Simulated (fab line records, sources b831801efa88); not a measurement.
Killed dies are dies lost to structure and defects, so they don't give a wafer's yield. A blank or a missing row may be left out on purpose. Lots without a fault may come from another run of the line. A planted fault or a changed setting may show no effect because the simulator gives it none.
Chamber matching | flow gf180mcu | GF_CONTACT_CMP_27 on cmp-01: 4 sister chambers
The step polishes, stops on SiO2, t overpolish 15 s, target thk 0 nm. 14 wafers are shown with their chamber, then 7 later ones without.

WAFERS WITH THEIR CHAMBER
wafer  | chamber | motor_current_A (A) | time_to_endpoint_s (s) | head_pressure_psi (psi)
L951.2 | 1       | 9.6                 | 77                     | 3.509
L951.4 | 3       | 11.2                | 76                     | 3.505
L951.5 | 1       | 9.4                 | 77                     | 3.500
L953.1 | 0       | 9.8                 | 81                     | 3.495
L953.4 | 2       | 10.6                | 77                     | 3.507
L953.5 | 3       | 11.0                | 78                     | 3.495
L956.2 | 2       | 10.0                | 76                     | 3.496
L956.4 | 0       | 10.2                | 78                     | 3.486
L956.6 | 3       | 11.3                | 70                     | 3.507
L960.1 | 1       | 9.9                 | 70                     | 3.497
L960.2 | 0       | 10.5                | 74                     | 3.504
L960.5 | 3       | 10.5                | 72                     | 3.504
L961.1 | 0       | 9.8                 | 77                     | 3.501
L961.2 | 1       | 10.1                | 71                     | 3.488

SIGNATURES (means of the wafers above)
reading            | chamber 0 | chamber 1 | chamber 2 | chamber 3 | scatter within a chamber
motor_current_A    | 10.075    | 9.750     | 10.300    | 11.000    | 0.346
time_to_endpoint_s | 77.50     | 73.75     | 76.50     | 74.00     | 3.29
head_pressure_psi  | 3.49650   | 3.49850   | 3.50150   | 3.50275   | 0.00748
Rule: a wafer's distance from a chamber is the root of the sum, over the readings, of the square of ((its reading less the chamber's mean) divided by the reading's scatter). The wafer belongs to the nearest chamber; if the next one is less than 2 further off, it can't be placed. The scatter: the root of (the sum of the squares of (reading less its chamber's mean) over the shown wafers, divided by (wafers less chambers)).

WAFERS WITHOUT THEIR CHAMBER
wafer  | motor_current_A (A) | time_to_endpoint_s (s) | head_pressure_psi (psi)
L961.6 | 11.2                | 75                     | 3.498
L966.1 | 9.5                 | 70                     | 3.497
L966.4 | 9.9                 | 75                     | 3.506
L966.5 | 11.1                | 70                     | 3.500
L967.1 | 9.9                 | 76                     | 3.512
L967.2 | 10.4                | 73                     | 3.496
L967.5 | 9.8                 | 79                     | 3.498

WHICH CHAMBER EACH WENT THROUGH
wafer  | from the rows above               | in truth
L961.6 | can't be placed: 3 or 2           | 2
L966.1 | can't be placed: 1 or 0 or 2      | 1
L966.4 | can't be placed: 1 or 2 or 0      | 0
L966.5 | can't be placed: 3 or 2           | 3
L967.1 | can't be placed: 2 or 1 or 0 or 3 | 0
L967.2 | can't be placed: 2 or 0 or 1 or 3 | 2
L967.5 | can't be placed: 0 or 1 or 2      | 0
Placed correctly: 0 of 7. Can't be placed from these rows: 7 (the true chamber is among the candidates in 7). Placed wrongly: 0.
